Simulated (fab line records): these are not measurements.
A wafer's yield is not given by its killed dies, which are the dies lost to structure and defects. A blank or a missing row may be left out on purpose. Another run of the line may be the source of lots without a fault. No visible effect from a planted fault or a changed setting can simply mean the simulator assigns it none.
A lot that was struck, set against a sound lot :: flow gf180mcu :: 30 out of 602 route steps
Sound: these wafers, L371.3, L371.5, L371.6. Wafers struck: L373.1, L373.4, L373.5. The cause comes at the end.
Each step with rows lists, per side, the tool, then ch with its chambers, then its first start. Under that, the readings that differ: sound wafers :: struck wafers :: difference of the means :: sigmas: that difference in standard deviations of wafers without a fault.
alike: readings whose means differ by less than 2 such deviations, and words and numbers that are the same on both sides. not compared: withheld readings, readings that some wafer has no value for, bounds like >300 that may hide the same value, and numbers for which the record gives no deviation and whose values overlap.
A row with sigmas, a row that says differs or no value, or rows on one side alone: a step with any of these is where the two part. When numbers do not overlap yet have no deviation, they are printed without sigmas and do not part them. Lack of a reading on every wafer of one side parts them only where that side has two or more wafers.

GF_STI_BOW_MEAS_00:
  struck on film metro-04, day 2 01:00; sound on film metro-01, day 1 15:02
  alike: INCOMING_BOW
GF_STI_OXIDATION_01: stabilise 600 s, purge 300 s, target thk 10 nm.
  sound on furnace-01 ch 0, day 1 15:10; struck on furnace-01 ch 0, day 2 01:07
reading: model.SiO2_of_STI_OXIDATION_01.thk nm (nm)
sound: 10.22 10.17 10.15
struck: 11.55 11.55 11.7
difference: +1.42
sigmas: 
  alike: zone power top pct
GF_STI_THK_MEAS_02:
  struck on film metro-01, day 2 02:31; sound on film metro-03, day 1 16:35
reading: STI_OXIDATION_THK (nm)
sound: 10.23 10.22 10.16
struck: 11.58 11.52 11.67
difference: +1.39
sigmas: +9
then, 1 step without rows for these wafers: GF_STI_CVD_03 (deposits Si3N4 from DCS/NH3, target thk 207.16 nm, time 3551 s).
GF_STI_THK_MEAS_04:
  struck on film metro-01, day 2 04:34; sound on film metro-01, day 1 18:37
  alike: STI_CVD_03_THK
then, 7 steps without rows for these wafers: GF_STI_DEHYDRATE_05 (time 60 s); GF_STI_HMDS_06 (prime time 60 s); GF_STI_COAT_07 (resist thk 700 nm); GF_STI_SOFTBAKE_08 (time 60 s); GF_STI_EXPOSE_09 (exposes mask COMP, target cd 220 nm); GF_STI_PEB_10 (peb time 90 s); GF_STI_DEVELOP_11 (develop time 60 s).
GF_STI_CD_MEAS_12: the cd target is 220 nm.
  struck on cd sem-01, day 2 16:31; sound on cd sem-02, day 2 07:49
  alike: cd nm
GF_STI_ETCH_13: etches the open film in CHF3/O2, stops on Si, target depth 282.31 nm, time 112.9 s.
  sound on rie diel-03 ch 0,2,3, day 2 07:53; struck on rie diel-01 ch 0,1,3, day 2 16:38
  alike: bias w, chamber pressure mTorr, drypump motor current A, oes product au, throttle valve pct
  not compared: rf hours counter h
GF_STI_ETCH_14: etches Si in HBr/Cl2/O2, target depth 360 nm, time 102.9 s.
  sound on rie si-02 ch 0,3, day 2 07:58; struck on rie si-01 ch 0,1, day 2 16:43
  alike: bias w, chamber pressure mTorr, drypump motor current A, oes product au, throttle valve pct
  not compared: rf hours counter h
GF_STI_STRIP_15: strips in O2/N2.
  sound on plasma asher-02 ch 0,1, day 2 08:04; struck on plasma asher-03 ch 0,1, day 2 16:47
  alike: chamber pressure mTorr, drypump motor current A, heater power w, oes product au, strip time to endpoint s
  not compared: rf hours counter h
then, 6 steps without rows for these wafers: GF_STI_CLEAN_16 (cleans in dHF, time 25 s); GF_STI_WET_ETCH_17 (etches Si3N4 in H3PO4, target depth 45 nm, time 514 s); GF_STI_CLEAN_18 (cleans in SC1/SC2, time 150 s); GF_STI_CLEAN_19 (cleans in dHF, time 20 s); GF_STI_WET_ETCH_20 (etches SiO2 in dHF, target depth 20 nm, time 400 s); GF_STI_OXIDATION_21 (stabilise 600 s, purge 300 s, target thk 15 nm).
GF_STI_THK_MEAS_22:
  struck on film metro-03, day 2 18:52; sound on film metro-03, day 2 09:40
reading: STI_OXIDATION_01_THK (nm)
sound: 15.22 15.36 14.98
struck: 14.85 14.55 14.46
difference: -0.57
sigmas: -2
then, 1 step without rows for these wafers: GF_STI_CVD_23 (deposits SiO2, target thk 650 nm, time 108.3 s).
GF_STI_THK_MEAS_24:
  struck on film metro-03, day 2 19:00; sound on film metro-04, day 2 09:48
  alike: STI_CVD_23_THK
GF_STI_CMP_25: polishes, stops on Si3N4, t overpolish 33 s, target thk 524.6 nm.
  sound on cmp-01 ch 1,2,3, day 2 09:56; struck on cmp-02 ch 0,3, day 2 19:13
  alike: motor current A
then, 1 step without rows for these wafers: GF_STI_WET_ETCH_26 (etches SiO2 in dHF, target depth 94 nm, time 188 s).
GF_STI_WET_ETCH_27: etches Si3N4 in H3PO4, target depth 160 nm, time 1825 s.
  sound on wet bench-03 ch 3, day 2 10:12; struck on wet bench-03 ch 1, day 2 19:32
reading: model.SiO2_of_STI_OXIDATION_01.thk nm (nm)
sound: 10.14 10.1 10.08
struck: 11.48 11.48 11.63
difference: +1.42
sigmas: 
  alike: bath heat duty pct
then, 1 step without rows for these wafers: GF_STI_WET_ETCH_28 (etches SiO2 in dHF, target depth 20 nm, time 40 s).
GF_PASSIVATION_PROBE_99:
  rows exist in the record for the sound wafers here (prober-01, day 29 12:54), none for the struck ones

== WHERE THEY PART ==
Last at GF_PASSIVATION_PROBE_99 as far as this record goes, first at GF_STI_THK_MEAS_02.

WHY: what the simulator had put in
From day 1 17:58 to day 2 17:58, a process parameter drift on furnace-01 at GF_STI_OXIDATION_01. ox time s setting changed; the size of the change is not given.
